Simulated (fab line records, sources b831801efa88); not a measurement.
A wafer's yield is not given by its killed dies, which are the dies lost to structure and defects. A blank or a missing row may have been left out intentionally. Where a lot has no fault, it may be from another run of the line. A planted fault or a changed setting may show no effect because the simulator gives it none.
Problem report in the 8D (eight disciplines) form, filled by code -- flow gf180mcu -- the parts of the form that need people (team, actions taken, sign-off) are left out

## 1. THE PROBLEM
Across 4 wafers from 2 lots, PASSIVATION_CVD_02_THK at GF_PASSIVATION_THK_MEAS_03 averages 926 nm, while fault-free wafers read 702 nm with a standard deviation of 9.6. That is +23 standard deviations from the usual mean.
First seen on wafer L148.2, day 30 00:21, on film-metro-04. The record holds 36 wafers of 12 lots with a number at this step. The rule behind "out" and "out of limits": a value lying over 4 standard deviations away from the usual mean. The rest of the wafers with a number are treated as sound.

## 2. WHAT IT IS AND WHAT IT IS NOT
question,is,is not
which readings at this step,PASSIVATION_CVD_02_THK,-
which lots,"L148, L149","L142, L144, L155, L156, L160, L161, L162, L163, L164, L165"
which wafers of those lots,"L148.2, L148.4, L149.2, L149.3","L148.5, L149.6"
read on which gauges,"film-metro-03, film-metro-04",film-metro-02
when,from day 30 00:21,"up to then (7 sound wafers); but 25 sound wafers of L149, L155, L156, L160, L161, L162, L163, L164, L165 came after"

## 3. WHAT RULES OUT EACH SUSPECT
Counting: any tool at a process step up to the reading remains a suspect provided it ran every lot that is out. Sound lots after the first of them don't rule it out here, since some wafers of a struck lot are sound.
- ruled out: the gauge at GF_PASSIVATION_THK_MEAS_03. The wafers that are out were read on 2 gauges (film-metro-03, film-metro-04).
- pecvd-03 at GF_PASSIVATION_CVD_02 (deposits Si3N4, target thk 700 nm, time 486.18 s): kept. It ran every lot that is out, first L148 (day 30 00:03).
The count leaves pecvd-03 at GF_PASSIVATION_CVD_02.

## 4. THE CAUSE (what the simulator had put in)
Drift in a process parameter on pecvd-03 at GF_PASSIVATION_CVD_02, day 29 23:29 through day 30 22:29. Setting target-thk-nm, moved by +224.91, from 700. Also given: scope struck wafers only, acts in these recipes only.
The count eliminated every tool but this one.

## 5. SEQUENCE OF EFFECTS, ordered by route
Each row: a reading where the mean over the struck wafers with a number is more than 3 standard deviations away from the usual. Scope: only readings with a usual standard deviation given in the record; hours: median across lots of the time from each lot's start at the first step in this table that gives one to its start at this step; sigmas: change in usual standard deviations.
hours,step,reading,usual,on struck wafers,change,sigmas
0,GF_PASSIVATION_THK_MEAS_03,PASSIVATION_CVD_02_THK,702 nm,926,+224,+23
18,GF_PASSIVATION_ETCH_11,oes-product-au,0.962 a.u.,0.996,+0.034,+4.8
The process steps in it:
- GF_PASSIVATION_ETCH_11: etches the open film in CF4/O2, stops on TiN, target depth 1800 nm, time 400 s.

## 6. WHAT WOULD HAVE CAUGHT IT SOONER
In this record the first reading out of limits at a measuring or inspecting step was taken at day 30 00:21, 1 hour after the fault began at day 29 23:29.
Tool readings at GF_PASSIVATION_CVD_02 with a usual standard deviation given in the record: none out on any struck wafer, hence no alarm at a limit of 4 standard deviations on them.
Among the 2 lots that are out, L149 began GF_PASSIVATION_CVD_02 on pecvd-03 after day 30 00:21. Putting the tool on hold at that point would have spared it.
